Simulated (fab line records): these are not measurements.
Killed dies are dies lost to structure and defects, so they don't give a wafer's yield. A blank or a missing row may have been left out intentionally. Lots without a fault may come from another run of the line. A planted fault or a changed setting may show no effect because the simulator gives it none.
Matching of chambers / flow gf180mcu / 4 sister chambers for GF_V3_ETCH_16 on rieDiel-04
The step etches BARC in N2/H2. 14 wafers are shown with their chamber, then 7 later ones without.

== WAFERS, EACH WITH ITS CHAMBER ==
wafer=L902.3; chamber=1; drypumpMotorCurrentA (A)=5.6; rfFwdPowerW (W)=497.8; oesProductAu (a.u.)=0.861
wafer=L902.4; chamber=2; drypumpMotorCurrentA (A)=5.2; rfFwdPowerW (W)=492.4; oesProductAu (a.u.)=0.855
wafer=L902.5; chamber=2; drypumpMotorCurrentA (A)=5.2; rfFwdPowerW (W)=492.9; oesProductAu (a.u.)=0.847
wafer=L910.2; chamber=0; drypumpMotorCurrentA (A)=4.9; rfFwdPowerW (W)=491.0; oesProductAu (a.u.)=0.860
wafer=L910.4; chamber=3; drypumpMotorCurrentA (A)=5.8; rfFwdPowerW (W)=491.8; oesProductAu (a.u.)=0.861
wafer=L910.6; chamber=1; drypumpMotorCurrentA (A)=5.6; rfFwdPowerW (W)=495.7; oesProductAu (a.u.)=0.850
wafer=L912.2; chamber=0; drypumpMotorCurrentA (A)=4.9; rfFwdPowerW (W)=493.7; oesProductAu (a.u.)=0.856
wafer=L912.5; chamber=0; drypumpMotorCurrentA (A)=4.9; rfFwdPowerW (W)=494.7; oesProductAu (a.u.)=0.854
wafer=L912.6; chamber=1; drypumpMotorCurrentA (A)=5.6; rfFwdPowerW (W)=497.4; oesProductAu (a.u.)=0.842
wafer=L913.1; chamber=3; drypumpMotorCurrentA (A)=5.8; rfFwdPowerW (W)=494.3; oesProductAu (a.u.)=0.857
wafer=L913.2; chamber=0; drypumpMotorCurrentA (A)=4.9; rfFwdPowerW (W)=493.9; oesProductAu (a.u.)=0.845
wafer=L913.5; chamber=0; drypumpMotorCurrentA (A)=4.9; rfFwdPowerW (W)=492.3; oesProductAu (a.u.)=0.857
wafer=L918.2; chamber=2; drypumpMotorCurrentA (A)=5.1; rfFwdPowerW (W)=492.7; oesProductAu (a.u.)=0.868
wafer=L918.4; chamber=0; drypumpMotorCurrentA (A)=4.9; rfFwdPowerW (W)=491.3; oesProductAu (a.u.)=0.870

SIGNATURES (averages over the wafers above)
reading=drypumpMotorCurrentA; chamber 0=4.900; chamber 1=5.600; chamber 2=5.167; chamber 3=5.800; scatter within a chamber=0.0258
reading=rfFwdPowerW; chamber 0=492.817; chamber 1=496.967; chamber 2=492.667; chamber 3=493.050; scatter within a chamber=1.31
reading=oesProductAu; chamber 0=0.85700; chamber 1=0.85100; chamber 2=0.85667; chamber 3=0.85900; scatter within a chamber=0.00864
Rule: for each reading, subtract the chamber's mean from the wafer's reading, divide by that reading's scatter and square the result; add these up over the readings and take the root, which gives the wafer's distance from the chamber. The wafer belongs to the nearest chamber; if the next one is less than 2 further off, it can't be placed. How the scatter is found: for the shown wafers, subtract from each reading the mean of its chamber, square and add these, divide the total by (wafers less chambers), then take the root.

== WAFERS WITHOUT THEIR CHAMBER ==
wafer=L918.6; drypumpMotorCurrentA (A)=5.8; rfFwdPowerW (W)=494.1; oesProductAu (a.u.)=0.864
wafer=L919.1; drypumpMotorCurrentA (A)=5.9; rfFwdPowerW (W)=491.8; oesProductAu (a.u.)=0.855
wafer=L919.2; drypumpMotorCurrentA (A)=5.1; rfFwdPowerW (W)=491.6; oesProductAu (a.u.)=0.857
wafer=L919.5; drypumpMotorCurrentA (A)=5.2; rfFwdPowerW (W)=490.6; oesProductAu (a.u.)=0.865
wafer=L920.1; drypumpMotorCurrentA (A)=5.6; rfFwdPowerW (W)=495.9; oesProductAu (a.u.)=0.863
wafer=L920.3; drypumpMotorCurrentA (A)=5.2; rfFwdPowerW (W)=491.9; oesProductAu (a.u.)=0.854
wafer=L920.6; drypumpMotorCurrentA (A)=5.8; rfFwdPowerW (W)=489.4; oesProductAu (a.u.)=0.858

== WHICH CHAMBER EACH ONE RAN IN ==
wafer=L918.6; from the rows above=3; in truth=3
wafer=L919.1; from the rows above=3; in truth=3
wafer=L919.2; from the rows above=2; in truth=2
wafer=L919.5; from the rows above=2; in truth=2
wafer=L920.1; from the rows above=1; in truth=1
wafer=L920.3; from the rows above=2; in truth=2
wafer=L920.6; from the rows above=3; in truth=3
Correctly placed: 7 of 7. Number that these rows cannot place: 0. 0 placed wrongly.
